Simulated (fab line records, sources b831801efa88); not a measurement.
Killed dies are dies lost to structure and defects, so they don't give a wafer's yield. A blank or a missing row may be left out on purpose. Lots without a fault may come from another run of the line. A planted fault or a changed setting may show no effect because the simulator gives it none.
fab line records | flow sfq_line
record lots=14 wafers=42 last_day=89
route steps=325 shown I3@134 JJ@191 I6@278 I7@299
lots that met no fault: from a run of the same line without faults
start_h: hours from the record's first day to the start of the lot's first wafer shown | wait_h: hours since the lot's step before | " the same as in the row above | L1.1+2: a row that stands for several wafers | - no value, or no start given | * or withheld: withheld | < > ~ a bound
route shown NAME@n: a module of which the file shows steps, and the number in the route of the first | usual: mean/standard deviation of fault-free wafers | same: alike in all rows | chamber/n: place in a boat | sites: the reading at each site | _std_site: their standard deviation | _edge_site: outer sites' mean less inner sites' | radius_mm: how far each site lies from the wafer's centre | mask NAME#n: copy n | behind: the tool/chamber that last shaped the wafer | hold: why the lot was held/for how many hours/how that ended | device: the transistor (n, p or np) that didn't switch | end of line: the same wafers' tests at the end of the route | a step without rows: its recipe alone | killed: dies lost to structure and defects at the first sort, not the wafer's yield | map: a wafer's dies, x killed, . not, _ none there
set.NAME: the setting as run; set.NAME@STEP: as run at that earlier step | model.NAME: the simulator's own value behind a step, which no gauge read
steps of the route over a sample of lots; a table a step, a row a wafer
services: from which hour (start_h, from the record's first day; less than 0 if before it) a tool's chamber was out of use, for how many hours, and why
## steps
# step SFQ_TRILAYER_I3_CMP_CMP_082
# recipe material=SiO2 down_force_psi=3 platen_rpm=60 pad_velocity_m_s=0.94248
# usual motor_current_A=10.2/0.8 platen_rpm=59.99/0.044 time_to_endpoint_s=215/8.1
# columns lot.wafer tool chamber start_h wait_h motor_current_A platen_rpm time_to_endpoint_s
L286.2 cmp-01 3 688.76 15.5 11.0 59.98 195
L286.1 " 2 690.26 17.0 10.5 59.99 208
L286.6 " 0 691.26 17.9 9.0 59.96 220
L288.4 cmp-02 1 711.85 19.3 9.7 59.99 216
L288.1 " 0 713.35 20.9 9.9 60.02 216
L288.6 " 2 714.35 21.8 9.6 60.00 223
L289.1 cmp-02 1 721.35 22.6 9.4 59.99 206
L289.6 " 0 722.85 24.1 10.4 59.94 213
L289.5 " 1 " " 10.2 59.97 220
L290.3 cmp-01 3 727.76 20.6 10.8 60.05 208
L290.4 " 2 729.26 22.1 10.8 59.94 202
L290.6 " 3 " " 10.8 60.00 203
L292.2 cmp-01 2 763.76 22.5 10.4 59.98 214
L292.1 " 3 " " 10.7 59.99 207
L292.4 " 0 " " 8.8 59.94 222
L293.4 cmp-02 2 783.03 31.7 8.6 60.01 214
L293.6 " 0 784.03 32.7 10.1 60.05 227
L293.5 " 1 " " 10.4 60.04 217
L294.2 cmp-02 2 797.53 32.0 9.3 59.93 216
L294.3 " 3 " " 11.4 60.05 215
L294.4 " 0 " " 10.3 59.94 221
L296.1 cmp-02 3 809.53 28.4 11.5 60.03 210
L296.4 " 0 " " 9.9 60.03 221
L296.5 " 2 811.03 29.9 9.0 65.99 198
L297.4 cmp-02 2 821.03 22.3 9.2 66.05 199
L297.2 " 1 822.53 23.8 10.4 60.00 219
L297.6 " 2 " " 9.4 65.99 201
L303.4 cmp-01 0 868.66 5.9 8.8 59.98 211
L303.1 " 3 870.16 7.4 10.9 59.95 202
L303.5 " 1 871.16 8.4 11.0 59.89 223
L306.1 cmp-02 2 896.67 9.8 9.3 59.96 220
L306.2 " 3 " " 12.5 60.00 212
L306.5 " 3 899.17 12.3 11.9 60.02 221
L307.1 cmp-01 2 899.07 8.6 10.8 60.02 201
L307.3 " 1 900.57 10.1 11.0 59.99 208
L307.6 " 2 " " 10.5 59.94 204
L308.4 cmp-01 2 908.07 2.0 10.4 59.97 201
L308.1 " 3 " " 10.1 60.03 189
L308.3 " 1 909.57 3.5 10.7 59.95 212
L309.2 cmp-01 2 914.50 0.0 10.2 59.93 216
L309.4 " 3 " " 11.1 60.02 213
L309.5 " 2 916.50 2.0 10.5 60.07 217
# step SFQ_JJ_OVL_MEAS_931
# usual J5_OVL=2/5.8
# columns lot.wafer tool chamber start_h wait_h J5_OVL[nm]
L286.1 overlay-01 - 1017.06 0.1 4
L286.2 " - " " 8
L286.6 " - " " 18
L288.1 overlay-02 - 1022.98 0.1 -4
L288.4 " - " " 1
L288.6 " - " " 1
L289.1 overlay-02 - 1024.18 0.1 0
L289.5 " - " " -5
L289.6 " - " " 0
L290.3 overlay-02 - 1025.39 0.1 -9
L290.4 " - " " -7
L290.6 " - " " -8
L292.1 overlay-01 - 1213.09 0.1 4
L292.2 " - " " -8
L292.4 " - " " -12
L293.4 overlay-01 - 1237.60 0.1 10
L293.5 " - " " -4
L293.6 " - " " 5
L294.2 overlay-02 - 1244.67 0.1 13
L294.3 " - " " 3
L294.4 " - " " 13
L296.1 overlay-01 - 1399.43 0.1 4
L296.4 " - " " 4
L296.5 " - " " 5
L297.2 overlay-01 - 1406.63 0.1 2
L297.4 " - " " 1
L297.6 " - " " -4
L303.1 overlay-02 - 1481.97 0.1 8
L303.4 " - " " 2
L303.5 " - " " 5
L306.1 overlay-02 - 1503.50 0.1 7
L306.2 " - " " 14
L306.5 " - " " 8
L307.1 overlay-01 - 1504.70 0.1 5
L307.3 " - " " 2
L307.6 " - " " 3
L308.1 overlay-01 - 1515.50 0.1 8
L308.3 " - " " 9
L308.4 " - " " 7
L309.2 overlay-01 - 1517.90 0.1 2
L309.4 " - " " 5
L309.5 " - " " -6
# step SFQ_TRILAYER_I6_VIA_ETCH_VIA_ETCH_172
# recipe target=SiO2 stop_on=Nb mask_material=PR taper_deg=20 chemistry=CHF3 target_depth_nm=260 source_w=500 bias_w=80 pressure_mtorr=30 time_s=withheld
# usual drypump_motor_current_A=5.9/0.49 oes_product_au=0.854/0.0056
# columns lot.wafer tool chamber start_h wait_h drypump_motor_current_A oes_product_au
L286.1 rie_diel-04 0 1604.64 0.0 6.3 0.859
L286.2 " 2 " " 6.5 0.855
L286.6 " 2 " " 6.5 0.854
L288.1 rie_diel-01 0 1620.52 0.0 6.0 0.849
L288.4 " 2 " " 5.8 0.851
L288.6 " 1 " " 4.8 0.858
L289.1 rie_diel-02 0 1621.72 0.0 6.2 0.862
L289.5 " 0 " " 6.1 0.852
L289.6 " 1 " " 6.3 0.858
L290.3 rie_diel-04 1 1626.47 0.0 5.2 0.850
L290.4 " 3 " " 6.7 0.857
L290.6 " 2 " " 6.4 0.855
L292.1 rie_diel-02 0 1632.95 0.0 6.1 0.857
L292.2 " 3 " " 5.6 0.856
L292.4 " 1 " " 6.3 0.860
L293.4 rie_diel-02 1 1801.82 0.0 6.3 0.855
L293.5 " 2 " " 6.0 0.864
L293.6 " 1 " " 6.3 0.855
L294.2 rie_diel-01 2 1806.62 0.0 5.8 0.855
L294.3 " 1 " " 4.8 0.855
L294.4 " 3 " " 5.8 0.854
L296.1 rie_diel-01 0 1812.62 0.0 6.0 0.854
L296.4 " 2 " " 5.8 0.858
L296.5 " 0 " " 6.0 0.865
L297.2 rie_diel-02 0 1819.82 0.0 6.1 0.852
L297.4 " 2 " " 6.0 0.857
L297.6 " 1 " " 6.4 0.849
L303.1 rie_diel-04 2 1988.67 0.0 6.4 0.851
L303.4 " 3 " " 6.7 0.855
L303.5 " 2 " " 6.4 0.854
L306.1 rie_diel-04 2 2008.42 0.0 6.5 0.853
L306.2 " 3 " " 6.7 0.854
L306.5 " 0 " " 6.3 0.851
L307.1 rie_diel-02 1 2010.82 0.0 6.3 0.858
L307.3 " 0 " " 6.1 0.851
L307.6 " 2 " " 6.0 0.853
L308.1 rie_diel-02 0 2017.52 0.0 6.1 0.851
L308.3 " 1 " " 6.3 0.847
L308.4 " 2 " " 6.0 0.866
L309.2 rie_diel-01 3 2018.72 0.0 5.8 0.859
L309.4 " 1 " " 4.8 0.847
L309.5 " 1 " " 4.8 0.853
# step SFQ_TRILAYER_I7_METRO_MEASURE_185
# usual thk_nm=200.1/1.2
# columns lot.wafer tool chamber start_h wait_h thk_nm
L286.1 film_metro-01 - 1738.02 0.1 200.5
L286.2 " - " " 197.4
L286.6 " - " " 197.7
L288.1 film_metro-01 - 1750.62 0.1 202.2
L288.4 " - " " 201.3
L288.6 " - " " 200.9
L289.1 film_metro-04 - 1753.50 0.1 200.5
L289.5 " - " " 200.0
L289.6 " - " " 201.0
L290.3 film_metro-03 - 1759.13 0.5 198.9
L290.4 " - " " 203.1
L290.6 " - " " 200.9
L292.1 film_metro-04 - 1762.74 0.1 199.2
L292.2 " - " " 199.6
L292.4 " - " " 200.8
L293.4 film_metro-01 - 1810.30 0.6 199.9
L293.5 " - " " 199.0
L293.6 " - " " 200.5
L294.2 film_metro-03 - 1814.47 0.3 202.1
L294.3 " - " " 198.8
L294.4 " - " " 201.1
L296.1 film_metro-04 - 1821.05 0.1 198.3
L296.4 " - " " 197.8
L296.5 " - " " 199.5
L297.2 film_metro-01 - 1938.90 0.3 197.6
L297.4 " - " " 199.8
L297.6 " - " " 197.7
L303.1 film_metro-01 - 2000.46 0.1 200.8
L303.4 " - " " 201.1
L303.5 " - " " 202.1
L306.1 film_metro-04 - 2016.06 0.1 202.4
L306.2 " - " " 200.6
L306.5 " - " " 199.2
L307.1 film_metro-01 - 2077.42 0.1 199.4
L307.3 " - " " 199.3
L307.6 " - " " 198.8
L308.1 film_metro-04 - 2085.84 0.1 200.1
L308.3 " - " " 202.5
L308.4 " - " " 201.1
L309.2 film_metro-03 - 2088.42 0.3 201.4
L309.4 " - " " 198.9
L309.5 " - " " 201.5
## services
# columns tool chamber start_h hours kind
cmp-02 - 669.21 0.2 repair
cmp-01 - 681.39 1.4 repair
cmp-01 - 701.49 0.9 repair
cmp-02 - 704.36 4.5 repair
cmp-02 - 717.12 0.3 repair
cmp-02 - 738.85 2.9 pm
cmp-02 - 748.03 4.0 pm
cmp-01 - 767.02 15.8 repair
cmp-02 - 780.72 0.7 repair
cmp-01 - 782.77 13.8 pm
cmp-01 - 793.85 1.4 repair
cmp-01 - 846.67 0.3 repair
cmp-02 - 885.07 2.6 repair
cmp-01 - 889.66 6.4 pm
cmp-02 - 914.39 1.0 repair
cmp-01 - 917.50 4.0 pm
cmp-02 - 983.23 0.6 repair
cmp-01 - 996.91 0.5 repair
cmp-02 - 1045.52 4.3 pm
cmp-02 - 1057.68 0.5 repair
cmp-01 - 1071.21 2.3 repair
cmp-01 - 1073.47 1.9 repair
cmp-02 - 1089.36 4.0 pm
cmp-02 - 1092.79 34.5 repair
## key
first_sign step=SFQ_TRILAYER_I3_CMP_CMP_082 reading=platen_rpm direction=up sigmas=99+ usual=59.99 struck=66.01
effect none on later readings
met_at SFQ_TRILAYER_I3_CMP_CMP_082
struck_lots L296,L297
struck_wafers L296.5,L297.4,L297.6
not_acting_at SFQ_JJ_OVL_MEAS_931,SFQ_TRILAYER_I6_VIA_ETCH_VIA_ETCH_172,SFQ_TRILAYER_I7_METRO_MEASURE_185
onset_between 797.53 809.53
fault kind=process_parameter_drift tool=cmp-02 chamber=2 onset_h=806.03 steps=SFQ_TRILAYER_I3_CMP_CMP_082 channel=platen_rpm offset=6 shape=step end_h=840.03 acts_in=these_recipes_only stated=60
